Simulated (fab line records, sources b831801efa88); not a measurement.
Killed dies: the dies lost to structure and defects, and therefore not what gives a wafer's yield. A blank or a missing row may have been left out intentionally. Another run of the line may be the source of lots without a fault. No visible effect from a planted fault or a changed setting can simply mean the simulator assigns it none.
Chamber matching    flow sky130    3 sister chambers for SKY_PASSIVATION_CVD_02 on pecvd-02
The step deposits Si3N4, target thk 540 nm. 3 wafers are shown with their chamber, then 10 later ones without.

## EACH WAFER AND ITS CHAMBER
wafer   chamber  heater power w (W)
L092.4  0        826
L094.2  2        755
L094.3  1        710

## WAFERS WITHOUT THEIR CHAMBER
wafer   heater power w (W)
L094.5  736
L097.2  847
L097.3  760
L097.5  633
L096.1  852
L096.2  877
L096.6  855
L095.2  833
L095.4  866
L095.6  833

## THE CHAMBER EACH PASSED THROUGH
wafer    from the rows above            in truth
L094.5   can't be placed: 2 or 1        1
L097.2   0                              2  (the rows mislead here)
L097.3   can't be placed: 2 or 1 or 0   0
L097.5   can't be placed: 1 or 2        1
L096.1   0                              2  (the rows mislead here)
L096.2   0                              0
L096.6   0                              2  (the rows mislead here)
L095.2   0                              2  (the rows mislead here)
L095.4   0                              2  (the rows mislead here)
L095.6   0                              0
Correct placement for 2 of the 10. Cannot be placed on the basis of these rows: 3; the candidates contain the true chamber in 3. Wrongly placed: 5.
How it was worked out, from the rows above alone: a wafer's distance from a chamber is the root of the sum, over the readings, of the square of ((its reading less the chamber's mean) divided by the reading's scatter). The wafer belongs to the nearest chamber; if the next one is less than 2 further off, it can't be placed. Each chamber's mean is taken over the wafers shown for it. The scatter: with one shown wafer a chamber, the root of the mean of the squares of how far each hidden wafer lies from its nearest shown one.
